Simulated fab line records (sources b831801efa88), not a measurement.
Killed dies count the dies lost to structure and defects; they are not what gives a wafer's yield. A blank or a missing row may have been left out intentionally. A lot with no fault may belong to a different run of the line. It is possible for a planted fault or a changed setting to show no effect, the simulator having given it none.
Comparing a struck lot with a sound one / flow sky130 / 15 out of 708 route steps
Sound: these wafers, L681.1, L681.2, L681.6. Struck: wafer L687.4 (L687.3, L687.6, from the same lot, were not struck and are left out); the cause is given at the end.
Order at every step that has rows: each side's tool, ch and its chambers, its first start. Under that, the readings that differ: sound wafers / struck wafers / difference of the means / sigmas: that difference in standard deviations of wafers without a fault.
alike: same words and numbers on both sides, and readings whose means sit less than 2 such deviations apart. not compared: any withheld reading, any reading some wafer has no value for, any bound like >300 that may hide the same value, and any number with overlapping values for which the record gives no deviation.
A row with sigmas, a row that says differs or no value, or rows on one side alone: a step with any of these is where the two part. Non-overlapping numbers with no deviation appear without sigmas and do not part them. A reading that every wafer of one side lacks parts them only if that side has two wafers or more.

first, 4 steps without rows for these wafers: SKY_LI_CONTACT_SOFTBAKE_08 (time 90 s); SKY_LI_CONTACT_EXPOSE_09 (exposes mask LICM1, target cd 170 nm); SKY_LI_CONTACT_PEB_10; SKY_LI_CONTACT_DEVELOP_11 (develop time 60 s).
SKY_LI_CONTACT_CD_MEAS_12: the cd target is 170 nm.
  sound: cd-sem-02 at day 32 18:41; struck: cd-sem-02 at day 34 08:07
  alike: cd-nm
SKY_LI_CONTACT_OVL_MEAS_13:
  sound: overlay-01 at day 32 18:48; struck: overlay-02 at day 34 08:13
  alike: LI_CONTACT_OVL
SKY_LI_CONTACT_ETCH_14: etches BARC in N2/H2, stops on SiO2, time 45.9 s, target depth 60 nm.
  sound on rie-diel-04 ch 0,1,2, day 32 18:50; struck on rie-diel-02 ch 3, day 34 08:14
  alike: drypump-motor-current-A, oes-product-au, throttle-valve-pct
  not compared: rf-hours-counter-h
SKY_LI_CONTACT_ETCH_15: etches PSG in C4F8/O2/Ar, stops on Si, target depth 600 nm.
  sound on rie-diel-04 ch 0,1,2, day 32 18:53; struck on rie-diel-02 ch 3, day 34 08:17
reading=oes-product-au (a.u.); sound=0.841 0.838 0.840; struck=0.851; difference=+0.011; sigmas=+3
SKY_LI_CONTACT_STRIP_16: strips in O2/N2.
  sound on plasma-asher-04 ch 0,1, day 32 18:58; struck on plasma-asher-03 ch 1, day 34 08:24
  alike: drypump-motor-current-A, oes-product-au, strip-time-to-endpoint-s
  not compared: rf-hours-counter-h
then, 2 steps without rows for these wafers: SKY_LI_CONTACT_CLEAN_17 (cleans in NMP, time 600 s); SKY_LI_CONTACT_PRE_CLEAN_18 (time 5.6 s).
SKY_LI_CONTACT_SPUTTER_19: material Ti, target thk 20 nm, time 106.37 s.
  sound: pvd-sputter-03 at day 32 19:16; struck: pvd-sputter-01 at day 34 08:40
  alike: throttle-valve-pct
SKY_LI_CONTACT_SPUTTER_20: material TiN, target thk 20 nm, time 80 s.
  sound: pvd-sputter-03 at day 32 19:20; struck: pvd-sputter-01 at day 34 08:44
reading=model.TiN_of_LI_CONTACT_SPUTTER_20.thk-nm (nm); sound=20.2 20.16 19.91; struck=31.56; difference=+11.47; sigmas=
  alike: throttle-valve-pct
SKY_LI_CONTACT_CVD_21: deposits W, target thk 400 nm, time 120.56 s.
  sound on cvd-w-02 ch 0,1, day 32 19:23; struck on cvd-w-01 ch 0, day 34 08:50
  alike: heater-power-w
-- record jumps: 15 days separate the struck wafers' starts on either side; left off in module LI_CONTACT, taken up again in module PAD_OPEN, whose first shown step is the route's number 708 --
SKY_PAD_OPEN_PROBE_99:
  sound: prober-02 at day 48 10:08; struck: prober-02 at day 49 17:33
  alike: killed_at_M0_to_M3, killed_at_M4_up, killed-at-contacts, killed-at-front-end, killed-at-other, killed-dies, killed-open, killed-short

WHERE THEY PART
Only at SKY_LI_CONTACT_ETCH_15, as far as this record shows. Later steps at which nothing parts them and some readings are alike: SKY_LI_CONTACT_STRIP_16, SKY_LI_CONTACT_SPUTTER_19, SKY_LI_CONTACT_SPUTTER_20, SKY_LI_CONTACT_CVD_21, SKY_PAD_OPEN_PROBE_99.

WHY: what had been put in by the simulator
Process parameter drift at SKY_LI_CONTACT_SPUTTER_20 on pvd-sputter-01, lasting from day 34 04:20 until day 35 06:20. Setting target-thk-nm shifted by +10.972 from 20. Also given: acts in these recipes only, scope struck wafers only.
